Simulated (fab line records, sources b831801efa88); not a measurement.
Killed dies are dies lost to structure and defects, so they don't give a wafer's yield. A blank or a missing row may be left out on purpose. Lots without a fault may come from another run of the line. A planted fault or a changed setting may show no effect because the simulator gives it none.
Which tool did it? | flow gf180mcu | 12 lots, 36 wafers sampled, at 4 steps of a route of 602

WHAT THE GAUGES READ, wafer by wafer
The record holds no reading of a measuring or inspecting step that can be judged against a usual standard deviation.

WHICH TOOL RAN EACH LOT (tool, then ch and the chambers of the sampled wafers, then the start)
lot  | GF_MIM_SPUTTER_03            | GF_MIM_METAL_ETCH_19              | GF_MIM_STRIP_20                      | GF_M5_ETCH_09
L758 | pvd_sputter-02, day 24 09:18 | rie_metal-03 ch 0,1, day 25 07:41 | plasma_asher-03 ch 0,1, day 25 07:45 | rie_diel-04 ch 0,1, day 26 05:16
L759 | pvd_sputter-03, day 24 16:05 | rie_metal-02 ch 0,1, day 25 14:15 | plasma_asher-01 ch 0,1, day 25 14:20 | rie_diel-03 ch 0,1, day 26 11:23
L760 | pvd_sputter-04, day 24 22:32 | rie_metal-02 ch 0,1, day 25 20:14 | plasma_asher-04 ch 0,1, day 25 20:18 | rie_diel-04 ch 0,2,3, day 26 17:22
L761 | pvd_sputter-02, day 25 10:42 | rie_metal-01 ch 0,1, day 26 07:30 | plasma_asher-04 ch 0,1, day 26 07:35 | rie_diel-03 ch 2,3, day 27 05:32
L763 | pvd_sputter-04, day 26 04:02 | rie_metal-02 ch 0,1, day 27 00:59 | plasma_asher-04 ch 0,1, day 27 01:03 | rie_diel-03 ch 1,3, day 27 21:37
L765 | pvd_sputter-02, day 26 22:45 | rie_metal-02 ch 0,1, day 27 19:32 | plasma_asher-03 ch 0,1, day 27 19:36 | rie_diel-03 ch 0,2,3, day 28 15:56
L766 | pvd_sputter-02, day 27 13:45 | rie_metal-02 ch 0,1, day 28 09:38 | plasma_asher-03 ch 0,1, day 28 09:42 | rie_diel-01 ch 2,3, day 29 05:29
L768 | pvd_sputter-04, day 28 05:11 | rie_metal-01 ch 0,1, day 29 00:56 | plasma_asher-04 ch 0,1, day 29 01:00 | rie_diel-01 ch 0,2,3, day 29 19:53
L774 | pvd_sputter-03, day 29 19:35 | rie_metal-03 ch 0,1, day 30 13:47 | plasma_asher-03 ch 0,1, day 30 13:51 | rie_diel-03 ch 0,1,3, day 31 08:40
L775 | pvd_sputter-04, day 29 19:56 | rie_metal-01 ch 0,1, day 30 14:17 | plasma_asher-01 ch 0,1, day 30 14:21 | rie_diel-04 ch 0,1,3, day 31 09:01
L778 | pvd_sputter-03, day 30 19:57 | rie_metal-02 ch 0,1, day 31 13:35 | plasma_asher-04 ch 0,1, day 31 13:39 | rie_diel-04 ch 1,2, day 32 07:02
L781 | pvd_sputter-04, day 31 08:24 | rie_metal-02 ch 0,1, day 32 01:20 | plasma_asher-04 ch 0,1, day 32 01:24 | rie_diel-03 ch 2,3, day 32 18:38
- GF_MIM_SPUTTER_03: material Ti, target thk 10 nm, time 6.7 s.
- GF_MIM_METAL_ETCH_19: etches the open film in Cl2/BCl3, stops on Si3N4, target depth 324.5 nm, time 54.1 s.
- GF_MIM_STRIP_20: strips in O2/N2.
- GF_M5_ETCH_09: etches Si3N4 in CF4/O2, target depth 52 nm, time 11.6 s.

WHAT THE TOOLS THEMSELVES READ (means of the sampled wafers that have a number; where no wafer has one, the mark that the record gives instead)
GF_MIM_SPUTTER_03. Usual: throttle_valve_pct 30.0 %, standard deviation 0.91.
lot  | tool           | throttle_valve_pct (%) | flag
L758 | pvd_sputter-02 | 30.5                   |
L759 | pvd_sputter-03 | 29.3                   |
L760 | pvd_sputter-04 | 29.7                   |
L761 | pvd_sputter-02 | 31.1                   |
L763 | pvd_sputter-04 | 29.6                   |
L765 | pvd_sputter-02 | 30.6                   |
L766 | pvd_sputter-02 | 30.4                   |
L768 | pvd_sputter-04 | 29.4                   |
L774 | pvd_sputter-03 | 29.3                   |
L775 | pvd_sputter-04 | 30.3                   |
L778 | pvd_sputter-03 | 30.0                   |
L781 | pvd_sputter-04 | 29.7                   |

GF_MIM_METAL_ETCH_19. Usual: drypump_motor_current_A 5.7 A, standard deviation 0.53; oes_product_au 0.944 a.u., standard deviation 0.0062; rf_fwd_power_W 791 W, standard deviation 3.4; throttle_valve_pct 28.281 %, standard deviation 0.011.
lot  | tool         | drypump_motor_current_A (A) | oes_product_au (a.u.) | rf_fwd_power_W (W) | throttle_valve_pct (%) | flag
L758 | rie_metal-03 | 5.3                         | 0.947                 | 791                | 28.281                 |
L759 | rie_metal-02 | 6.0                         | 0.949                 | 790                | 28.273                 |
L760 | rie_metal-02 | 6.2                         | 0.947                 | 788                | 28.282                 |
L761 | rie_metal-01 | 5.4                         | 0.944                 | 790                | 28.283                 |
L763 | rie_metal-02 | 6.2                         | 0.944                 | 789                | 28.277                 |
L765 | rie_metal-02 | 6.0                         | 0.937                 | 790                | 28.297                 |
L766 | rie_metal-02 | 6.0                         | 0.941                 | 788                | 28.278                 |
L768 | rie_metal-01 | 5.4                         | 0.945                 | 788                | 28.279                 |
L774 | rie_metal-03 | 5.5                         | 0.946                 | 791                | 28.293                 |
L775 | rie_metal-01 | 5.4                         | 0.942                 | 791                | 28.277                 |
L778 | rie_metal-02 | 6.2                         | 0.950                 | 789                | 28.267                 |
L781 | rie_metal-02 | 6.0                         | 0.944                 | 790                | 28.284                 |

GF_MIM_STRIP_20. Usual: drypump_motor_current_A 5.6 A, standard deviation 0.33; heater_power_w 334 W, standard deviation 26; oes_product_au 0.690 a.u., standard deviation 0.0051; strip_time_to_endpoint_s 11.19 s, standard deviation 0.043.
lot  | tool            | drypump_motor_current_A (A) | heater_power_w (W) | oes_product_au (a.u.) | strip_time_to_endpoint_s (s) | flag
L758 | plasma_asher-03 | 5.6                         | 355                | 0.694                 | 11.19                        |
L759 | plasma_asher-01 | 5.7                         | 326                | 0.690                 | 11.22                        |
L760 | plasma_asher-04 | 5.6                         | 307                | 0.691                 | 11.19                        |
L761 | plasma_asher-04 | 5.3                         | 308                | 0.693                 | 11.29                        |
L763 | plasma_asher-04 | 5.3                         | 308                | 0.691                 | 11.15                        |
L765 | plasma_asher-03 | 5.6                         | 359                | 0.692                 | 11.18                        |
L766 | plasma_asher-03 | 5.8                         | 341                | 0.687                 | 11.13                        |
L768 | plasma_asher-04 | 5.6                         | 312                | 0.688                 | 11.19                        |
L774 | plasma_asher-03 | 5.7                         | 348                | 0.691                 | 11.18                        |
L775 | plasma_asher-01 | 5.8                         | 341                | 0.695                 | 11.24                        |
L778 | plasma_asher-04 | 5.3                         | 307                | 0.686                 | 11.15                        |
L781 | plasma_asher-04 | 5.3                         | 305                | 0.692                 | 11.19                        |

GF_M5_ETCH_09. Usual: drypump_motor_current_A 5.8 A, standard deviation 0.42; oes_product_au 1.004 a.u., standard deviation 0.009; rf_fwd_power_W 786 W, standard deviation 4.2; throttle_valve_pct 5.971 %, standard deviation 0.01.
lot  | tool        | drypump_motor_current_A (A) | oes_product_au (a.u.) | rf_fwd_power_W (W) | throttle_valve_pct (%) | flag
L758 | rie_diel-04 | 5.7                         | 1.006                 | 786                | 5.971                  |
L759 | rie_diel-03 | 5.9                         | 1.005                 | 787                | 5.981                  |
L760 | rie_diel-04 | 5.7                         | 1.007                 | 788                | 5.979                  |
L761 | rie_diel-03 | 5.7                         | 1.002                 | 783                | 5.977                  |
L763 | rie_diel-03 | 5.7                         | 0.996                 | 786                | 5.970                  |
L765 | rie_diel-03 | 5.8                         | 1.001                 | 789                | 5.972                  |
L766 | rie_diel-01 | 5.9                         | 1.094                 | 910                | 5.999                  | OFF
L768 | rie_diel-01 | 5.7                         | 1.082                 | 916                | 5.991                  | OFF
L774 | rie_diel-03 | 5.8                         | 1.004                 | 788                | 5.970                  |
L775 | rie_diel-04 | 5.8                         | 1.005                 | 786                | 5.970                  |
L778 | rie_diel-04 | 5.8                         | 1.019                 | 786                | 5.964                  |
L781 | rie_diel-03 | 5.8                         | 0.989                 | 784                | 5.969                  |

THE ANSWER, worked out from the rows above alone
Rule: a lot is off if the mean of its wafers that have a number lies more than 3 standard deviations from the usual mean. A lot without any number at a reading at which 4 lots or more have one is off too. The other lots that the step has rows for count as sound. The gauges are gone through in route order, then the tools' own readings, and for those a lot's mean is taken as printed above. The first step at which some lot is off is used, and at that step the reading that is off furthest; a lot without a number counts as furthest.
Off: L766, L768, at GF_M5_ETCH_09 (rf_fwd_power_W).
A tool fits if, at that step or a process step before it, it ran every lot that is off, and no sound lot after the first of them. One fits: rie_diel-01 at GF_M5_ETCH_09. It ran no sound lot before its first lot that is off in this sample, so the start can't be narrowed down.
The tool's own readings at GF_M5_ETCH_09 bear it out: on the lots that are off they differ by more than 5 times the standard deviation of the sound lots' means. oes_product_au reads 1.088 a.u. there against 1.003 a.u. on the sound lots; rf_fwd_power_W reads 913 W there against 786 W on the sound lots.

WHAT THE SIMULATOR HAD PUT IN
Process parameter drift: rie_diel-01, from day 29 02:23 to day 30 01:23, at GF_M5_ETCH_09. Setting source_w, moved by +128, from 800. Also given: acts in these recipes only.
Lots struck among those shown: L766, L768. The rule above found the same.
